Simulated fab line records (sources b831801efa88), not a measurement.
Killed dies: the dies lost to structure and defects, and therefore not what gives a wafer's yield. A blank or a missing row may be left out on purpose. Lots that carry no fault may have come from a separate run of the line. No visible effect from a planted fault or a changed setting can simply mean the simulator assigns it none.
fab line records -- flow sky130
record: lots: 6, wafers: 18, last_day: 49
route steps=708 shown DNWELL@37 PWDE@45 NWELL@56 PAD_OPEN@708
lots that met no fault: from a run of the same line without faults
start_h: start of the lot's first displayed wafer, in hours after the record's first day -- wait_h: hours elapsed since this lot's preceding step -- " repeats the value in the row above -- L1.1+2: several wafers, shown together as one row -- - no value present, or no start provided -- * or withheld: withheld -- < > ~ a bound
route shown NAME@n: a module of which the file shows steps, and the number in the route of the first -- usual: mean/standard deviation taken from wafers without a fault -- same: alike in all rows -- chamber/n: place in a boat -- sites: each site's reading -- _std_site: the standard deviation of these -- _edge_site: inner sites' mean taken away from outer sites' mean -- radius_mm: for every site, how far away it sits from the centre of the wafer -- mask NAME#n: copy n -- behind: the tool/chamber that last shaped the wafer -- hold: reason for holding the lot/hours on hold/outcome of the hold -- device: the n, p or np transistor that did not switch -- end of line: tests run on the same wafers once the route is complete -- step lacking rows: just its recipe -- killed: the dies lost at the first sort to structure and to defects; this is not the yield of the wafer -- map: per-die view of a wafer (x killed, . not killed, _ where there is no die)
set.NAME: the setting as run; set.NAME@STEP: as run at that earlier step -- model.NAME: the simulator's own value behind a step, which no gauge read
lots at selected steps of the route; one table per step, one row per wafer
services: when a tool's chamber went out of use (start_h, in hours from the record's first day, below 0 if earlier), for how many hours, and the reason
== steps ==
step: SKY_DNWELL_COAT_02
recipe: spin_rpm: 2000, resist_thk_nm: 3000
step: SKY_DNWELL_SOFTBAKE_03
recipe: temp_c: 110, time_s: withheld
step: SKY_DNWELL_EXPOSE_04
recipe: mask_id: DNM, na: 0.57, target_cd_nm: 3000, dose_mj: 222
step: SKY_DNWELL_PEB_05
recipe: temp_c: 115, time_s: withheld
step: SKY_DNWELL_DEVELOP_06
recipe: wall_angle_deg: 90, developer: TMAH, develop_time_s: 60, dev_temp_c: 22.62
step: SKY_DNWELL_IMPLANT_07
recipe: species: P, energy_kev: withheld, dose_cm2: withheld, tilt_deg: withheld
step: SKY_DNWELL_STRIP_08
recipe: chemistry: O2/N2, power_w: 1400, pressure_mtorr: 1500, platen_temp_c: withheld, o2_flow_sccm: 3000, n2_flow_sccm: 300, overash_fraction: 0.5
usual: drypump_motor_current_A: 5.76/0.11, oes_product_au: 0.722/0.0039, strip_time_to_endpoint_s: 36.89/0.099
lot.wafer,tool,chamber,start_h,wait_h,drypump_motor_current_A,oes_product_au,rf_hours_counter_h,strip_time_to_endpoint_s
L119.1,plasma_asher-02,1,57.14,0.1,5.91,0.724,25,36.93
L119.5,plasma_asher-02,0,57.14,0.1,5.54,0.719,-,36.93
L119.6,plasma_asher-02,1,57.14,0.1,5.94,0.724,-,36.99
L120.3,plasma_asher-04,1,65.80,0.1,5.78,0.724,-,36.71
L120.4,plasma_asher-04,0,65.80,0.1,5.73,0.723,-,36.82
L120.5,plasma_asher-04,1,65.80,0.1,5.76,0.726,-,36.83
L126.1,plasma_asher-01,1,109.14,0.1,5.80,0.726,41,36.73
L126.2,plasma_asher-01,0,109.14,0.1,5.84,0.723,41,36.80
L126.3,plasma_asher-01,1,109.14,0.1,5.81,0.724,-,36.83
L127.3,plasma_asher-02,0,113.60,0.1,5.53,0.719,-,36.92
L127.4,plasma_asher-02,1,113.60,0.1,5.90,0.732,-,36.76
L127.6,plasma_asher-02,1,113.60,0.1,5.90,0.723,-,36.71
L132.3,plasma_asher-01,1,135.02,0.1,5.79,0.716,-,36.80
L132.5,plasma_asher-01,0,135.02,0.1,5.83,0.727,-,36.66
L132.6,plasma_asher-01,1,135.02,0.1,5.77,0.720,-,36.76
L134.1,plasma_asher-02,0,145.06,0.1,5.55,0.716,34,36.77
L134.3,plasma_asher-02,1,145.06,0.1,5.89,0.726,-,36.80
L134.6,plasma_asher-02,1,145.06,0.1,5.90,0.724,-,36.84
step: SKY_DNWELL_TW_MEAS_09
usual: DNWELL_TW: 1112/15
lot.wafer,tool,chamber,start_h,wait_h,DNWELL_TW
L119.1,film_metro-02,-,57.24,0.1,1112
L119.5,film_metro-02,-,57.24,0.1,1107
L119.6,film_metro-02,-,57.24,0.1,1107
L120.3,film_metro-01,-,65.88,0.1,1107
L120.4,film_metro-01,-,65.88,0.1,1096
L120.5,film_metro-01,-,65.88,0.1,1104
L126.1,film_metro-02,-,109.24,0.1,1104
L126.2,film_metro-02,-,109.24,0.1,1098
L126.3,film_metro-02,-,109.24,0.1,1108
L127.3,film_metro-04,-,113.68,0.1,1141
L127.4,film_metro-04,-,113.68,0.1,1143
L127.6,film_metro-04,-,113.68,0.1,1145
L132.3,film_metro-04,-,135.10,0.1,1120
L132.5,film_metro-04,-,135.10,0.1,1126
L132.6,film_metro-04,-,135.10,0.1,1129
L134.1,film_metro-01,-,145.16,0.1,1109
L134.3,film_metro-01,-,145.16,0.1,1104
L134.6,film_metro-01,-,145.16,0.1,1105
step: SKY_PWDE_DEHYDRATE_00
recipe: temp_c: 200, time_s: 60
step: SKY_PWDE_HMDS_01
recipe: prime_time_s: 60, prime_temp_c: 120
step: SKY_PWDE_COAT_02
recipe: spin_rpm: 2000, resist_thk_nm: 3000
step: SKY_PWDE_SOFTBAKE_03
recipe: temp_c: 110, time_s: withheld
step: SKY_PWDE_EXPOSE_04
recipe: mask_id: PWDEM, na: 0.6, source_shape: conventional, sigma_outer: 0.6, polarization: unpolarized, target_cd_nm: 840, dose_mj: 214
usual: exposure_dose_mJ_cm2: 213.97/0.24, reticle_temp_C: 23.00/0.11
same: na: 0.6
lot.wafer,tool,chamber,start_h,wait_h,mask,exposure_dose_mJ_cm2,reticle_temp_C
L119.1,iline_stepper-02,0,64.99,-,PWDEM#0,213.98,23.01
L119.5,iline_stepper-02,0,64.99,-,PWDEM#0,213.81,22.87
L119.6,iline_stepper-02,0,64.99,-,PWDEM#0,213.89,23.15
L120.3,iline_stepper-02,0,73.94,-,PWDEM#0,213.97,23.07
L120.4,iline_stepper-02,0,73.94,-,PWDEM#0,214.30,22.94
L120.5,iline_stepper-02,0,73.94,-,PWDEM#0,214.06,23.01
L126.1,iline_stepper-02,0,117.91,-,PWDEM#0,213.86,23.18
L126.2,iline_stepper-02,0,117.91,-,PWDEM#0,213.82,23.05
L126.3,iline_stepper-02,0,117.91,-,PWDEM#0,213.57,23.26
L127.3,iline_stepper-02,0,122.98,-,PWDEM#0,213.78,23.02
L127.4,iline_stepper-02,0,122.98,-,PWDEM#0,213.79,22.94
L127.6,iline_stepper-02,0,122.98,-,PWDEM#0,213.97,23.02
L132.3,iline_stepper-01,0,144.97,-,PWDEM#0,214.08,22.82
L132.5,iline_stepper-01,0,144.97,-,PWDEM#0,214.31,22.81
L132.6,iline_stepper-01,0,144.97,-,PWDEM#0,214.25,22.93
L134.1,iline_stepper-01,0,154.89,-,PWDEM#0,214.13,23.01
L134.3,iline_stepper-01,0,154.89,-,PWDEM#0,213.75,23.11
L134.6,iline_stepper-01,0,154.89,-,PWDEM#0,213.87,22.99
step: SKY_PWDE_PEB_05
recipe: temp_c: 115, time_s: withheld
step: SKY_PWDE_DEVELOP_06
recipe: wall_angle_deg: 90, developer: TMAH, develop_time_s: 60, dev_temp_c: 23
step: SKY_PWDE_OVL_MEAS_07
usual: PWDE_OVL: -0.3/1.3
lot.wafer,tool,chamber,start_h,wait_h,PWDE_OVL[nm]
L119.1,overlay-01,-,72.30,-,-2.5
L119.5,overlay-01,-,72.30,-,0.1
L119.6,overlay-01,-,72.30,-,0.6
L120.3,overlay-02,-,82.02,-,0.9
L120.4,overlay-02,-,82.02,-,1.2
L120.5,overlay-02,-,82.02,-,1.1
L126.1,overlay-02,-,127.15,-,-0.8
L126.2,overlay-02,-,127.15,-,0.7
L126.3,overlay-02,-,127.15,-,-0.2
L127.3,overlay-02,-,131.60,-,0.0
L127.4,overlay-02,-,131.60,-,-0.5
L127.6,overlay-02,-,131.60,-,0.2
L132.3,overlay-01,-,154.40,-,-0.4
L132.5,overlay-01,-,154.40,-,-2.9
L132.6,overlay-01,-,154.40,-,-1.8
L134.1,overlay-01,-,164.90,-,0.1
L134.3,overlay-01,-,164.90,-,1.6
L134.6,overlay-01,-,164.90,-,-1.6
step: SKY_PWDE_IMPLANT_08
recipe: species: B, energy_kev: 150, dose_cm2: 3.6e+12, tilt_deg: withheld
step: SKY_PWDE_STRIP_09
recipe: chemistry: O2/N2, power_w: 1400, pressure_mtorr: 1500, platen_temp_c: withheld, o2_flow_sccm: 3000, n2_flow_sccm: 300, overash_fraction: 0.5
usual: drypump_motor_current_A: 5.78/0.15, oes_product_au: 0.722/0.0042, strip_time_to_endpoint_s: 36.92/0.097
lot.wafer,tool,chamber,start_h,wait_h,drypump_motor_current_A,oes_product_au,rf_hours_counter_h,strip_time_to_endpoint_s
L119.1,plasma_asher-01,1,72.48,0.1,5.78,0.722,37,37.03
L119.5,plasma_asher-01,0,72.48,0.1,5.82,0.722,-,36.98
L119.6,plasma_asher-01,1,72.48,0.1,5.76,0.725,-,36.95
L120.3,plasma_asher-03,1,82.23,0.1,5.59,0.722,-,37.16
L120.4,plasma_asher-03,0,82.23,0.1,6.04,0.725,-,36.99
L120.5,plasma_asher-03,1,82.23,0.1,5.57,0.727,-,36.99
L126.1,plasma_asher-03,0,127.33,0.1,6.03,0.719,1,37.08
L126.2,plasma_asher-03,1,127.33,0.1,5.56,0.726,1,37.02
L126.3,plasma_asher-03,1,127.33,0.1,5.57,0.719,-,37.05
L127.3,plasma_asher-01,1,131.81,0.1,5.78,0.722,-,36.83
L127.4,plasma_asher-01,0,131.81,0.1,5.84,0.719,-,36.98
L127.6,plasma_asher-01,1,131.81,0.1,5.75,0.728,-,36.91
L132.3,plasma_asher-01,1,154.61,0.1,5.75,0.723,-,36.92
L132.5,plasma_asher-01,0,154.61,0.1,5.84,0.725,-,36.89
L132.6,plasma_asher-01,1,154.61,0.1,5.78,0.719,-,36.98
L134.1,plasma_asher-04,0,165.08,0.1,5.69,0.725,48,36.80
L134.3,plasma_asher-04,0,165.08,0.1,5.70,0.724,-,36.86
L134.6,plasma_asher-04,1,165.08,0.1,5.78,0.716,-,36.89
step: SKY_PWDE_TW_MEAS_10
usual: PWDE_TW: 374/4.2
lot.wafer,tool,chamber,start_h,wait_h,PWDE_TW
L119.1,film_metro-02,-,72.58,0.1,371
L119.5,film_metro-02,-,72.58,0.1,371
L119.6,film_metro-02,-,72.58,0.1,371
L120.3,film_metro-01,-,82.32,0.1,371
L120.4,film_metro-01,-,82.32,0.1,371
L120.5,film_metro-01,-,82.32,0.1,369
L126.1,film_metro-04,-,127.43,0.1,376
L126.2,film_metro-04,-,127.43,0.1,379
L126.3,film_metro-04,-,127.43,0.1,379
L127.3,film_metro-02,-,131.90,0.1,372
L127.4,film_metro-02,-,131.90,0.1,372
L127.6,film_metro-02,-,131.90,0.1,373
L132.3,film_metro-01,-,154.69,0.1,370
L132.5,film_metro-01,-,154.69,0.1,370
L132.6,film_metro-01,-,154.69,0.1,369
L134.1,film_metro-04,-,165.18,0.1,378
L134.3,film_metro-04,-,165.18,0.1,379
L134.6,film_metro-04,-,165.18,0.1,380
step: SKY_NWELL_DEHYDRATE_03
recipe: temp_c: 200, time_s: 60
step: SKY_NWELL_HMDS_04
recipe: prime_time_s: 60, prime_temp_c: 120
step: SKY_NWELL_COAT_05
recipe: spin_rpm: 2000, resist_thk_nm: 3000
step: SKY_NWELL_SOFTBAKE_06
recipe: temp_c: 110, time_s: withheld
step: SKY_NWELL_EXPOSE_07
recipe: mask_id: NWM, na: 0.6, source_shape: conventional, sigma_outer: 0.6, polarization: unpolarized, target_cd_nm: 840, dose_mj: 255
step: SKY_NWELL_PEB_08
recipe: temp_c: 115, time_s: withheld
step: SKY_NWELL_DEVELOP_09
recipe: wall_angle_deg: 90, developer: TMAH, develop_time_s: 60, dev_temp_c: 23
step: SKY_NWELL_OVL_MEAS_10
usual: NWELL_00_OVL: -0.1/1.2
lot.wafer,tool,chamber,start_h,wait_h,NWELL_00_OVL[nm]
L119.1,overlay-02,-,88.80,-,0.9
L119.5,overlay-02,-,88.80,-,0.5
L119.6,overlay-02,-,88.80,-,-1.2
L120.3,overlay-02,-,98.42,-,-1.5
L120.4,overlay-02,-,98.42,-,-3.1
L120.5,overlay-02,-,98.42,-,-0.3
L126.1,overlay-02,-,145.86,-,0.3
L126.2,overlay-02,-,145.86,-,0.2
L126.3,overlay-02,-,145.86,-,-0.3
L127.3,overlay-01,-,150.52,-,0.0
L127.4,overlay-01,-,150.52,-,1.9
L127.6,overlay-01,-,150.52,-,0.9
L132.3,overlay-01,-,174.57,-,-0.2
L132.5,overlay-01,-,174.57,-,0.2
L132.6,overlay-01,-,174.57,-,0.8
L134.1,overlay-02,-,185.81,-,1.7
L134.3,overlay-02,-,185.81,-,0.3
L134.6,overlay-02,-,185.81,-,2.6
step: SKY_NWELL_IMPLANT_11
recipe: species: P, energy_kev: 393.8, dose_cm2: 1.9e+13, tilt_deg: withheld
step: SKY_NWELL_IMPLANT_12
recipe: species: P, energy_kev: 120, dose_cm2: 1.3e+12, tilt_deg: withheld
step: SKY_NWELL_IMPLANT_13
recipe: species: P, energy_kev: 50, dose_cm2: 7e+11, tilt_deg: withheld
step: SKY_NWELL_STRIP_14
recipe: chemistry: O2/N2, power_w: 1400, pressure_mtorr: 1500, platen_temp_c: withheld, o2_flow_sccm: 3000, n2_flow_sccm: 300, overash_fraction: 0.5
usual: drypump_motor_current_A: 5.76/0.18, oes_product_au: 0.723/0.0047, strip_time_to_endpoint_s: 36.87/0.11
lot.wafer,tool,chamber,start_h,wait_h,drypump_motor_current_A,oes_product_au,rf_hours_counter_h,strip_time_to_endpoint_s
L119.1,plasma_asher-04,1,89.41,0.1,5.83,0.721,41,36.72
L119.5,plasma_asher-04,1,89.41,0.1,5.81,0.719,-,36.83
L119.6,plasma_asher-04,0,89.41,0.1,5.70,0.723,-,36.79
L120.3,plasma_asher-04,1,98.93,0.1,5.81,0.727,-,37.01
L120.4,plasma_asher-04,0,98.93,0.1,5.70,0.728,-,36.95
L120.5,plasma_asher-04,0,98.93,0.1,5.67,0.724,-,36.90
L126.1,plasma_asher-03,1,146.35,0.1,5.58,0.719,2,36.74
L126.2,plasma_asher-03,0,146.35,0.1,6.05,0.723,2,36.81
L126.3,plasma_asher-03,0,146.35,0.1,6.04,0.718,-,36.84
L127.3,plasma_asher-02,1,151.03,0.1,5.90,0.727,-,37.03
L127.4,plasma_asher-02,0,151.03,0.1,5.57,0.725,-,36.95
L127.6,plasma_asher-02,0,151.03,0.1,5.54,0.723,-,36.93
L132.3,plasma_asher-02,0,175.08,0.1,5.55,0.716,-,36.89
L132.5,plasma_asher-02,0,175.08,0.1,5.53,0.721,-,36.83
L132.6,plasma_asher-02,1,175.08,0.1,5.86,0.728,-,36.93
L134.1,plasma_asher-04,0,186.30,0.1,5.71,0.718,50,36.93
L134.3,plasma_asher-04,0,186.30,0.1,5.68,0.726,-,37.16
L134.6,plasma_asher-04,0,186.30,0.1,5.71,0.725,-,36.95
step: SKY_NWELL_TW_MEAS_15
usual: NWELL_TW: 1812/19
lot.wafer,tool,chamber,start_h,wait_h,NWELL_TW
L119.1,film_metro-02,-,89.51,0.1,1812
L119.5,film_metro-02,-,89.51,0.1,1806
L119.6,film_metro-02,-,89.51,0.1,1801
L120.3,film_metro-02,-,99.02,0.1,1804
L120.4,film_metro-02,-,99.02,0.1,1803
L120.5,film_metro-02,-,99.02,0.1,1792
L126.1,film_metro-02,-,146.45,0.1,1802
L126.2,film_metro-02,-,146.45,0.1,1803
L126.3,film_metro-02,-,146.45,0.1,1807
L127.3,film_metro-01,-,151.12,0.1,1798
L127.4,film_metro-01,-,151.12,0.1,1804
L127.6,film_metro-01,-,151.12,0.1,1816
L132.3,film_metro-02,-,175.17,0.1,1786
L132.5,film_metro-02,-,175.17,0.1,1787
L132.6,film_metro-02,-,175.17,0.1,1790
L134.1,film_metro-02,-,186.40,0.1,1791
L134.3,film_metro-02,-,186.40,0.1,1791
L134.6,film_metro-02,-,186.40,0.1,1797
step: SKY_NWELL_DEHYDRATE_16
recipe: temp_c: 200, time_s: 60
step: SKY_NWELL_HMDS_17
recipe: prime_time_s: 60, prime_temp_c: 120
step: SKY_NWELL_COAT_18
recipe: spin_rpm: 2000, resist_thk_nm: 3000
step: SKY_NWELL_SOFTBAKE_19
recipe: temp_c: 110, time_s: withheld
step: SKY_NWELL_EXPOSE_20
recipe: mask_id: NWM_COMPLEMENT, na: 0.6, source_shape: conventional, sigma_outer: 0.6, polarization: unpolarized, target_cd_nm: 840, dose_mj: 260
step: SKY_NWELL_PEB_21
recipe: temp_c: 115, time_s: withheld
step: SKY_NWELL_DEVELOP_22
recipe: wall_angle_deg: 90, developer: TMAH, develop_time_s: 60, dev_temp_c: 23
step: SKY_NWELL_OVL_MEAS_23
usual: NWELL_01_OVL: 0.3/1.4
lot.wafer,tool,chamber,start_h,wait_h,NWELL_01_OVL[nm]
L119.1,overlay-02,-,107.05,-,0.8
L119.5,overlay-02,-,107.05,-,-0.8
L119.6,overlay-02,-,107.05,-,1.5
L120.3,overlay-02,-,116.47,-,0.4
L120.4,overlay-02,-,116.47,-,0.0
L120.5,overlay-02,-,116.47,-,-2.4
L126.1,overlay-02,-,166.15,-,0.5
L126.2,overlay-02,-,166.15,-,1.1
L126.3,overlay-02,-,166.15,-,-0.9
L127.3,overlay-01,-,171.26,-,-0.9
L127.4,overlay-01,-,171.26,-,1.0
L127.6,overlay-01,-,171.26,-,1.3
L132.3,overlay-01,-,196.26,-,-2.8
L132.5,overlay-01,-,196.26,-,-1.8
L132.6,overlay-01,-,196.26,-,-0.8
L134.1,overlay-01,-,207.88,-,-1.2
L134.3,overlay-01,-,207.88,-,0.6
L134.6,overlay-01,-,207.88,-,-0.7
step: SKY_NWELL_IMPLANT_24
recipe: species: B, energy_kev: 140, dose_cm2: 9.2e+12, tilt_deg: withheld
step: SKY_NWELL_STRIP_25
recipe: chemistry: O2/N2, power_w: 1400, pressure_mtorr: 1500, platen_temp_c: withheld, o2_flow_sccm: 3000, n2_flow_sccm: 300, overash_fraction: 0.5
usual: drypump_motor_current_A: 5.75/0.18, oes_product_au: 0.722/0.0047, strip_time_to_endpoint_s: 36.93/0.094
lot.wafer,tool,chamber,start_h,wait_h,drypump_motor_current_A,oes_product_au,rf_hours_counter_h,strip_time_to_endpoint_s
L119.1,plasma_asher-02,0,107.23,0.1,5.54,0.728,30,36.95
L119.5,plasma_asher-02,1,107.23,0.1,5.92,0.712,-,36.91
L119.6,plasma_asher-02,0,107.23,0.1,5.52,0.729,-,36.98
L120.3,plasma_asher-04,1,116.68,0.1,5.81,0.722,-,36.93
L120.4,plasma_asher-04,0,116.68,0.1,5.69,0.725,-,36.94
L120.5,plasma_asher-04,0,116.68,0.1,5.70,0.721,-,36.88
L126.1,plasma_asher-02,0,166.33,0.1,5.51,0.734,37,36.93
L126.2,plasma_asher-02,1,166.33,0.1,5.91,0.721,37,36.91
L126.3,plasma_asher-02,1,166.33,0.1,5.89,0.718,-,37.01
L127.3,plasma_asher-03,1,171.47,0.1,5.57,0.720,-,36.77
L127.4,plasma_asher-03,0,171.47,0.1,6.05,0.723,-,36.80
L127.6,plasma_asher-03,0,171.47,0.1,6.04,0.720,-,36.83
L132.3,plasma_asher-03,0,196.47,0.1,6.03,0.725,-,37.07
L132.5,plasma_asher-03,0,196.47,0.1,6.06,0.712,-,37.09
L132.6,plasma_asher-03,1,196.47,0.1,5.54,0.721,-,37.09
L134.1,plasma_asher-04,0,208.07,0.1,5.73,0.715,53,36.97
L134.3,plasma_asher-04,0,208.07,0.1,5.69,0.723,-,37.00
L134.6,plasma_asher-04,1,208.07,0.1,5.79,0.723,-,36.84
step: SKY_PAD_OPEN_PROBE_99
usual: killed_at_M0_to_M3: 43/6.9, killed_at_M4_up: 3.0/1.8, killed_at_contacts: 24/4.8, killed_at_front_end: 15/4.5, killed_at_other: 0.4/0.67, killed_dies: 86/9.2, killed_open: 46/6.9, killed_short: 39/6
same: gross_dies: 492, killed_at_back_side: 0
lot.wafer,tool,chamber,start_h,wait_h,killed_at_M0_to_M3,killed_at_M4_up,killed_at_contacts,killed_at_front_end,killed_at_other,killed_dies,killed_open,killed_short,model.etest.res_p_drift_20v.width_nm
L119.1,prober-01,-,1079.68,0.1,45,2,21,21,0,89,49,40,831.2
L119.5,prober-01,-,1079.88,0.2,49,3,26,15,0,93,52,41,833.7
L119.6,prober-01,-,1079.93,0.2,43,7,22,16,0,88,46,41,832
L120.3,prober-02,-,1089.46,0.2,35,3,23,27,1,89,55,33,826.2
L120.4,prober-02,-,1089.51,0.2,42,0,29,15,2,88,53,35,823.3
L120.5,prober-02,-,1089.56,0.2,43,1,30,13,0,87,51,36,831
L126.1,prober-02,-,1142.39,0.1,32,5,21,17,0,75,42,32,859.3
L126.2,prober-02,-,1142.44,0.1,35,4,27,11,1,78,35,43,848.7
L126.3,prober-02,-,1142.49,0.2,39,4,25,8,0,76,36,40,859.5
L127.3,prober-02,-,1145.99,0.2,31,8,21,21,0,81,41,40,845.1
L127.4,prober-02,-,1146.04,0.2,37,7,29,11,0,84,40,44,849.9
L127.6,prober-02,-,1146.14,0.2,38,6,21,25,0,90,49,41,846
L132.3,prober-01,-,1167.62,0.2,42,5,24,13,0,84,40,44,843.9
L132.5,prober-01,-,1167.72,0.2,53,1,23,14,0,91,60,30,841.6
L132.6,prober-01,-,1167.77,0.2,37,6,30,23,0,96,51,44,845.2
L134.1,prober-01,-,1174.47,0.1,44,3,22,15,1,85,44,41,837.1
L134.3,prober-01,-,1174.57,0.2,36,0,31,8,0,75,44,31,837.3
L134.6,prober-01,-,1174.72,0.2,53,3,27,12,1,96,48,47,839.6
killed by level:class
L119.1 VIA2:geometric_particle:open=12 POLY_GATE:geometric_particle:open=9 CONTACT:geometric_particle:open=9 METAL2:geometric_particle:short=8 POLY_GATE:geometric_particle:short=6 LOCAL_INTERCONNECT:geometric_particle:short=6 VIA1:geometric_particle:open=5 VIA1:geometric_particle:short=5
L119.5 VIA1:geometric_particle:open=10 VIA3:geometric_particle:open=10 LI_CONTACT:geometric_particle:open=7 METAL1:geometric_particle:short=6 CONTACT:geometric_particle:open=5 LOCAL_INTERCONNECT:geometric_particle:short=5 VIA2:geometric_particle:open=5 LI_CONTACT:geometric_particle:short=4
L119.6 CONTACT:geometric_particle:open=10 METAL2:geometric_particle:short=8 VIA3:geometric_particle:open=7 LI_CONTACT:geometric_particle:open=6 VIA1:geometric_particle:open=6 METAL1:geometric_particle:short=5 VIA1:geometric_particle:short=4 POLY_GATE:geometric_particle:open=4
L120.3 CONTACT:geometric_particle:open=9 VIA1:geometric_particle:open=8 POLY_GATE:geometric_particle:open=8 FIELD_ISO:geometric_particle:open=6 VIA3:geometric_particle:open=6 VIA2:geometric_particle:open=5 METAL3:geometric_particle:short=4 FIELD_ISO:geometric_particle:short=3
L120.4 VIA1:geometric_particle:open=11 CONTACT:geometric_particle:open=10 CONTACT:geometric_particle:short=8 LOCAL_INTERCONNECT:geometric_particle:short=7 VIA2:geometric_particle:open=7 VIA1:geometric_particle:short=6 VIA3:geometric_particle:open=6 FIELD_ISO:geometric_particle:open=4
L120.5 VIA1:geometric_particle:open=11 CONTACT:geometric_particle:open=10 VIA2:geometric_particle:open=8 LI_CONTACT:geometric_particle:short=7 CONTACT:geometric_particle:short=5 METAL3:geometric_particle:short=5 VIA3:geometric_particle:open=5 FIELD_ISO:geometric_particle:short=4
L126.1 LI_CONTACT:geometric_particle:open=9 FIELD_ISO:geometric_particle:open=8 VIA1:geometric_particle:open=8 CONTACT:geometric_particle:open=7 POLY_GATE:geometric_particle:short=7 METAL1:geometric_particle:short=5 VIA2:geometric_particle:open=4 METAL4:geometric_particle:short=4
L126.2 LI_CONTACT:geometric_particle:open=9 METAL1:geometric_particle:short=7 VIA1:geometric_particle:open=5 CONTACT:geometric_particle:open=5 CONTACT:geometric_particle:short=5 VIA1:geometric_particle:short=5 POLY_GATE:geometric_particle:short=4 METAL3:geometric_particle:short=4
L126.3 CONTACT:geometric_particle:open=9 LI_CONTACT:geometric_particle:open=8 VIA2:geometric_particle:open=8 VIA1:geometric_particle:open=7 METAL1:geometric_particle:short=6 METAL3:geometric_particle:short=5 FIELD_ISO:geometric_particle:short=4 CONTACT:geometric_particle:short=4
L127.3 LI_CONTACT:geometric_particle:open=8 CONTACT:geometric_particle:open=7 METAL1:geometric_particle:short=7 METAL4:geometric_particle:short=7 VIA1:geometric_particle:open=5 FIELD_ISO:geometric_particle:short=4 POLY_GATE:geometric_particle:short=4 LOCAL_INTERCONNECT:geometric_particle:short=4
L127.4 CONTACT:geometric_particle:open=13 VIA1:geometric_particle:open=8 VIA1:geometric_particle:short=8 CONTACT:geometric_particle:short=7 METAL2:geometric_particle:short=6 LI_CONTACT:geometric_particle:open=5 METAL4:geometric_particle:short=5 VIA3:geometric_particle:open=4
L127.6 VIA1:geometric_particle:open=13 FIELD_ISO:geometric_particle:open=9 POLY_GATE:geometric_particle:short=7 VIA1:geometric_particle:short=6 LI_CONTACT:geometric_particle:open=5 VIA3:geometric_particle:open=5 LOCAL_INTERCONNECT:geometric_particle:short=4 VIA2:geometric_particle:open=4
L132.3 LI_CONTACT:geometric_particle:open=8 CONTACT:geometric_particle:open=7 VIA1:geometric_particle:open=6 METAL3:geometric_particle:short=6 LOCAL_INTERCONNECT:geometric_particle:short=5 METAL2:geometric_particle:short=5 VIA1:geometric_particle:short=5 VIA2:geometric_particle:short=5
L132.5 VIA1:geometric_particle:open=20 LI_CONTACT:geometric_particle:open=8 CONTACT:geometric_particle:open=8 VIA2:geometric_particle:open=8 METAL2:geometric_particle:short=5 FIELD_ISO:geometric_particle:open=4 LOCAL_INTERCONNECT:geometric_particle:short=4 VIA2:geometric_particle:short=4
L132.6 CONTACT:geometric_particle:open=15 VIA1:geometric_particle:open=11 METAL2:geometric_particle:short=7 FIELD_ISO:geometric_particle:short=6 VIA2:geometric_particle:open=6 CONTACT:geometric_particle:short=5 POLY_GATE:geometric_particle:open=5 LI_CONTACT:geometric_particle:open=5
L134.1 VIA1:geometric_particle:open=14 CONTACT:geometric_particle:open=11 POLY_GATE:geometric_particle:short=7 METAL2:geometric_particle:short=7 VIA1:geometric_particle:short=6 VIA2:geometric_particle:open=6 POLY_GATE:geometric_particle:open=4 LOCAL_INTERCONNECT:geometric_particle:short=4
L134.3 CONTACT:geometric_particle:open=13 VIA1:geometric_particle:open=9 LI_CONTACT:geometric_particle:open=7 VIA1:geometric_particle:short=5 LI_CONTACT:geometric_particle:short=4 LOCAL_INTERCONNECT:geometric_particle:short=4 VIA2:geometric_particle:short=4 VIA2:geometric_particle:open=3
L134.6 VIA1:geometric_particle:open=16 CONTACT:geometric_particle:open=9 METAL3:geometric_particle:short=7 LI_CONTACT:geometric_particle:open=6 VIA1:geometric_particle:short=6 CONTACT:geometric_particle:short=6 VIA2:geometric_particle:open=6 METAL2:geometric_particle:short=6
== services ==
tool,chamber,start_h,hours,kind
iline_stepper-01,-,51.72,2.1,pm
iline_stepper-01,-,53.81,-,consumable_replace:lamp
plasma_asher-01,-,54.81,11.4,repair
iline_stepper-02,-,77.23,4.4,pm
iline_stepper-02,-,91.35,11.7,repair
plasma_asher-03,-,108.75,9.0,pm
plasma_asher-03,0,108.75,9.0,vent_cycle
plasma_asher-03,1,108.75,9.0,vent_cycle
iline_stepper-01,0,110.74,-,calibration
plasma_asher-03,0,117.75,-,clean
plasma_asher-03,1,117.75,-,clean
iline_stepper-02,0,118.71,-,calibration
plasma_asher-02,-,173.29,0.4,repair
iline_stepper-01,-,176.55,1.7,pm
plasma_asher-03,-,190.92,2.8,repair
== key ==
first_sign none at tools or gauges
model_effect: step: SKY_PAD_OPEN_PROBE_99, value: etest.res_p_drift_20v.width_nm, without: 836.5, struck: 851.4
met_at SKY_PWDE_EXPOSE_04
struck_wafers L126.1,L126.2,L126.3,L127.3,L127.4,L127.6
tester_left_out L126,L127
onset_between 73.94 117.91
fault: kind: process_parameter_drift, tool: iline_stepper-02, chamber: -, onset_h: 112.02, steps: SKY_PWDE_EXPOSE_04, channel: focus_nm, offset: 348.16, spread_by_wafer: 0.3, shape: step, end_h: 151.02
tester_left_out: of these lots the tester's yield and bins aren't shown, on N5 and GAA mostly nor the transistor test; their killed dies are dies lost to structure and defects alone, not to doping, threshold or leakage, so they don't give the yield
